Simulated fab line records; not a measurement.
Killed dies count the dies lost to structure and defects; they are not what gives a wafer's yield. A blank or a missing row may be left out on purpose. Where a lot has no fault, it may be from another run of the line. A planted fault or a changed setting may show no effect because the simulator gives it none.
Which tool was responsible? + flow gf180mcu + Sampling: 13 lots, 39 wafers, 5 of 602 route steps

## WHAT EACH GAUGE READ, for each wafer
GF_V3_THK_MEAS_01. Usual: for V3_CVD_00_THK the level is 600 nm and the standard deviation is 5.2.
| lot  | measured     | on            | V3_CVD_00_THK (nm) | flag |
|------|--------------|---------------|--------------------|------|
| L829 | day 21 14:26 | film-metro-04 | 596 606 595        |      |
| L830 | day 22 08:52 | film-metro-04 | 593 592 599        |      |
| L831 | day 22 13:37 | film-metro-02 | 609 600 600        |      |
| L833 | day 23 05:58 | film-metro-04 | 595 598 591        |      |
| L841 | day 26 04:05 | film-metro-04 | 596 601 601        |      |
| L842 | day 26 05:14 | film-metro-04 | 608 600 610        |      |
| L843 | day 26 17:17 | film-metro-03 | 594 589 594        |      |
| L844 | day 26 22:55 | film-metro-02 | 601 606 606        |      |
| L846 | day 27 13:41 | film-metro-04 | 601 594 600        |      |
| L847 | day 27 16:58 | film-metro-04 | 604 599 599        |      |
| L848 | day 28 06:17 | film-metro-03 | 602 592 599        |      |
| L849 | day 28 08:06 | film-metro-03 | 596 595 595        |      |
| L850 | day 28 15:07 | film-metro-02 | 609 603 611        |      |

GF_V4_THK_MEAS_01. Usual: for V4_CVD_00_THK the level is 600 nm and the standard deviation is 5.4.
| lot  | measured     | on            | V4_CVD_00_THK (nm) | flag |
|------|--------------|---------------|--------------------|------|
| L829 | day 23 16:02 | film-metro-03 | 595 604 601        |      |
| L830 | day 24 09:29 | film-metro-02 | 600 604 602        |      |
| L831 | day 24 13:09 | film-metro-03 | 470 595 474        | OFF  |
| L833 | day 25 04:52 | film-metro-03 | 603 602 476        | OFF  |
| L841 | day 28 00:47 | film-metro-02 | 606 602 609        |      |
| L842 | day 28 01:26 | film-metro-01 | 604 601 602        |      |
| L843 | day 28 12:51 | film-metro-03 | 595 591 592        |      |
| L844 | day 28 17:16 | film-metro-01 | 603 596 599        |      |
| L846 | day 29 08:49 | film-metro-02 | 591 591 591        |      |
| L847 | day 29 11:46 | film-metro-02 | 597 597 601        |      |
| L848 | day 30 00:04 | film-metro-02 | 595 591 600        |      |
| L849 | day 30 02:01 | film-metro-01 | 604 602 598        |      |
| L850 | day 30 07:43 | film-metro-03 | 600 600 607        |      |

## TOOL THAT RAN EACH LOT (tool first, then ch and the chambers of the sampled wafers, then the start)
| lot  | GF_V2_SPUTTER_22             | GF_M4_SPUTTER_02             | GF_V4_CVD_00                     |
|------|------------------------------|------------------------------|----------------------------------|
| L829 | pvd-sputter-02, day 20 12:53 | pvd-sputter-02, day 22 16:15 | hdpcvd-02 ch 0,1,2, day 23 15:58 |
| L830 | pvd-sputter-01, day 21 06:39 | pvd-sputter-02, day 23 10:16 | hdpcvd-01 ch 0,1, day 24 09:23   |
| L831 | pvd-sputter-02, day 21 12:22 | pvd-sputter-02, day 23 14:19 | hdpcvd-02 ch 0,1, day 24 13:03   |
| L833 | pvd-sputter-02, day 22 05:47 | pvd-sputter-04, day 24 06:28 | hdpcvd-02 ch 0,1,2, day 25 04:47 |
| L841 | pvd-sputter-01, day 25 05:32 | pvd-sputter-03, day 27 03:01 | hdpcvd-01 ch 1,2, day 28 00:43   |
| L842 | pvd-sputter-02, day 25 06:47 | pvd-sputter-04, day 27 03:43 | hdpcvd-02 ch 0,2, day 28 01:22   |
| L843 | pvd-sputter-01, day 25 18:38 | pvd-sputter-02, day 27 16:07 | hdpcvd-01 ch 0,1,2, day 28 12:46 |
| L844 | pvd-sputter-02, day 26 00:31 | pvd-sputter-04, day 27 20:37 | hdpcvd-02 ch 0,1,2, day 28 17:10 |
| L846 | pvd-sputter-01, day 26 15:14 | pvd-sputter-03, day 28 12:13 | hdpcvd-02 ch 0,1,2, day 29 08:45 |
| L847 | pvd-sputter-01, day 26 18:34 | pvd-sputter-04, day 28 15:11 | hdpcvd-02 ch 0,1, day 29 11:41   |
| L848 | pvd-sputter-02, day 27 08:26 | pvd-sputter-04, day 29 03:49 | hdpcvd-01 ch 0,1,2, day 29 23:59 |
| L849 | pvd-sputter-03, day 27 09:41 | pvd-sputter-02, day 29 05:53 | hdpcvd-01 ch 0,2, day 30 01:56   |
| L850 | pvd-sputter-03, day 27 16:56 | pvd-sputter-03, day 29 12:53 | hdpcvd-01 ch 0,1, day 30 07:38   |
- GF_V2_SPUTTER_22: material TiN, target thk 10 nm, time 40 s.
- GF_M4_SPUTTER_02: material AlCu, target thk 450 nm, time 23.9 s.
- GF_V4_CVD_00: deposits SiO2, target thk 600 nm, time 100 s.

## WHAT THE TOOLS THEMSELVES READ (means of the sampled wafers that have a number; where no wafer has one, the mark that the record gives instead)
GF_V2_SPUTTER_22. Usual: 30.2 % for throttle-valve-pct, sd 0.88.
| lot  | tool           | throttle-valve-pct (%) | flag |
|------|----------------|------------------------|------|
| L829 | pvd-sputter-02 | 31.0                   |      |
| L830 | pvd-sputter-01 | 29.3                   |      |
| L831 | pvd-sputter-02 | 31.0                   |      |
| L833 | pvd-sputter-02 | 31.0                   |      |
| L841 | pvd-sputter-01 | 29.5                   |      |
| L842 | pvd-sputter-02 | 31.0                   |      |
| L843 | pvd-sputter-01 | 30.3                   |      |
| L844 | pvd-sputter-02 | 30.9                   |      |
| L846 | pvd-sputter-01 | 29.5                   |      |
| L847 | pvd-sputter-01 | 30.8                   |      |
| L848 | pvd-sputter-02 | 30.3                   |      |
| L849 | pvd-sputter-03 | 29.5                   |      |
| L850 | pvd-sputter-03 | 29.2                   |      |

GF_M4_SPUTTER_02. Usual: 30.1 % for throttle-valve-pct, sd 0.8.
| lot  | tool           | throttle-valve-pct (%) | flag |
|------|----------------|------------------------|------|
| L829 | pvd-sputter-02 | 31.6                   |      |
| L830 | pvd-sputter-02 | 30.9                   |      |
| L831 | pvd-sputter-02 | 30.5                   |      |
| L833 | pvd-sputter-04 | 29.7                   |      |
| L841 | pvd-sputter-03 | 29.6                   |      |
| L842 | pvd-sputter-04 | 29.6                   |      |
| L843 | pvd-sputter-02 | 31.1                   |      |
| L844 | pvd-sputter-04 | 30.0                   |      |
| L846 | pvd-sputter-03 | 29.9                   |      |
| L847 | pvd-sputter-04 | 29.4                   |      |
| L848 | pvd-sputter-04 | 30.0                   |      |
| L849 | pvd-sputter-02 | 31.0                   |      |
| L850 | pvd-sputter-03 | 29.9                   |      |

GF_V4_CVD_00. Usual: sih4-flow-sccm 60.00 sccm, standard deviation 0.16; susceptor-temp-C 400.02 C, standard deviation 0.23.
| lot  | tool      | sih4-flow-sccm (sccm) | susceptor-temp-C (C) | flag |
|------|-----------|-----------------------|----------------------|------|
| L829 | hdpcvd-02 | 59.97                 | 400.06               |      |
| L830 | hdpcvd-01 | 60.05                 | 399.92               |      |
| L831 | hdpcvd-02 | 52.03                 | 400.20               | OFF  |
| L833 | hdpcvd-02 | 55.88                 | 400.06               | OFF  |
| L841 | hdpcvd-01 | 60.00                 | 400.10               |      |
| L842 | hdpcvd-02 | 59.77                 | 399.95               |      |
| L843 | hdpcvd-01 | 59.93                 | 400.18               |      |
| L844 | hdpcvd-02 | 59.93                 | 400.05               |      |
| L846 | hdpcvd-02 | 60.02                 | 400.13               |      |
| L847 | hdpcvd-02 | 60.08                 | 400.16               |      |
| L848 | hdpcvd-01 | 59.96                 | 399.91               |      |
| L849 | hdpcvd-01 | 60.07                 | 400.16               |      |
| L850 | hdpcvd-01 | 59.94                 | 400.13               |      |

## THE ANSWER, worked out from the rows above alone
Rule: lot off if the mean of its wafers having a number is beyond 3 standard deviations from the usual mean. A lot without any number at a reading at which 4 lots or more have one is off too. Where the step has rows for the other lots, those lots are counted as sound. First the gauges in route order, then the tools' own readings, where a lot's mean is used as printed above. At the first step where some lot is off, the reading lying furthest off is the one used; lots without a number count as furthest.
Off: L831, L833, at GF_V4_THK_MEAS_01 (V4_CVD_00_THK).
A tool fits if, at a process step before that reading, it ran every lot that is off, and no sound lot after the first of them. The gauges at GF_V4_THK_MEAS_01 aren't tried: what is off there is off at GF_V4_CVD_00 too, on other tools, and a gauge's error can't cause that. Of those tried, none fits.

## WHAT HAD BEEN PUT IN BY THE SIMULATOR
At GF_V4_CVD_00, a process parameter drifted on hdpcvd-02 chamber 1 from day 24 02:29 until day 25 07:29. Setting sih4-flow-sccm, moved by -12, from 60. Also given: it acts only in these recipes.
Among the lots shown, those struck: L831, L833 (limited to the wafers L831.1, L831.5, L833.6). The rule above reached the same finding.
